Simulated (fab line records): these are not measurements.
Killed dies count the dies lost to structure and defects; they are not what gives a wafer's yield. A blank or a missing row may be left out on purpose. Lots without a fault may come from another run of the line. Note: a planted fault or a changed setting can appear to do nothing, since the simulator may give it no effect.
Problem report in the 8D (eight disciplines) form, filled by code -- flow sky130 -- the parts of the form that need people (team, actions taken, sign-off) are left out

## 1. WHAT WENT WRONG
LDD_HVN_TW at SKY_LDD_HVN_TW_MEAS_10 reads a mean of 1345 on 6 wafers of 2 lots; wafers without a fault read 1429 with a standard deviation of 14. That puts it -6.0 standard deviations away from the usual mean.
The first sign was on wafer L588.1 at day 23 00:58, on film-metro-03. The record holds 36 wafers of 12 lots with a number at this step. Rule for "out" (also "out of limits"): further than 4 standard deviations from the usual mean. Any other wafer with a number is counted as sound.

## 2. WHAT IT IS, AND WHAT IT ISN'T
question,is,is not
which readings at this step,LDD_HVN_TW,-
which lots,"L588, L590","L580, L581, L594, L595, L597, L598, L600, L601, L602, L603"
which wafers of those lots,all that have a number,-
read on which gauges,film-metro-03,"film-metro-01, film-metro-02"
when,from day 23 00:58,"up to then (6 sound wafers); but 24 sound wafers of L594, L595, L597, L598, L600, L601, L602, L603 came after"

## 3. THE SUSPECTS, EACH WITH WHAT RULES IT OUT
Counting: any tool at a process step up to the reading is kept as a suspect provided that every lot that is out went through it and no sound lot did after the first of them.
- ruled out: the gauge at SKY_LDD_HVN_TW_MEAS_10. All the wafers that are out were read on film-metro-03, but those of them that SKY_LDD_HVN_IMPLANT_08 has rows for are out there too, on other tools.
- implanter-02 at SKY_LDD_HVN_IMPLANT_08: ruled out as a lasting fault. Following L588 (day 23 00:43), the first lot on it that is out, the sound lots L600 were run on it.
Left after counting: nothing in the record.

## 4. THE CAUSE (what the simulator had put in)
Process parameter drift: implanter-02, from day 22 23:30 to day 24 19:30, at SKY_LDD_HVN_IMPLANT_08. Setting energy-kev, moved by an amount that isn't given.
It was ruled out by counting, in error; the rule expects a fault to strike all lots run on its tool from its start on, and this fault did not.

## 5. THE CHAIN OF EFFECTS, in route order
Rows list readings where the struck wafers' mean (over those with a number) sits beyond 3 standard deviations from the usual. Only readings whose record carries a usual standard deviation are examined. hours: median over the lots of the time between each lot's start at the first step of this table that gives one and its start at this step. sigmas: the change, counted in usual standard deviations.
hours,step,reading,usual,on struck wafers,change,sigmas
0,SKY_LDD_HVN_IMPLANT_08,beam-energy-keV,59.999,46.311,-13.688,-99 or more
0,SKY_LDD_HVN_TW_MEAS_10,LDD_HVN_TW,1429,1345,-84,-6.0
Its process steps:
- SKY_LDD_HVN_IMPLANT_08
At these later measuring or inspecting steps, every struck wafer for which the step has a row has a number for every such reading, and none has moved that far: SKY_SD_P_OVL_MEAS_08, SKY_SD_N_TW_MEAS_12.

## 6. HOW IT WOULD HAVE BEEN CAUGHT EARLIER
In this record the first reading out of limits at a measuring or inspecting step was taken at day 23 00:58, 1 hour after the fault began at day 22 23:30.
At SKY_LDD_HVN_IMPLANT_08, the tool's own readings (beam-energy-keV) were out on each struck wafer the step has a row for, so an alarm limit on them would have fired on the first such wafer.
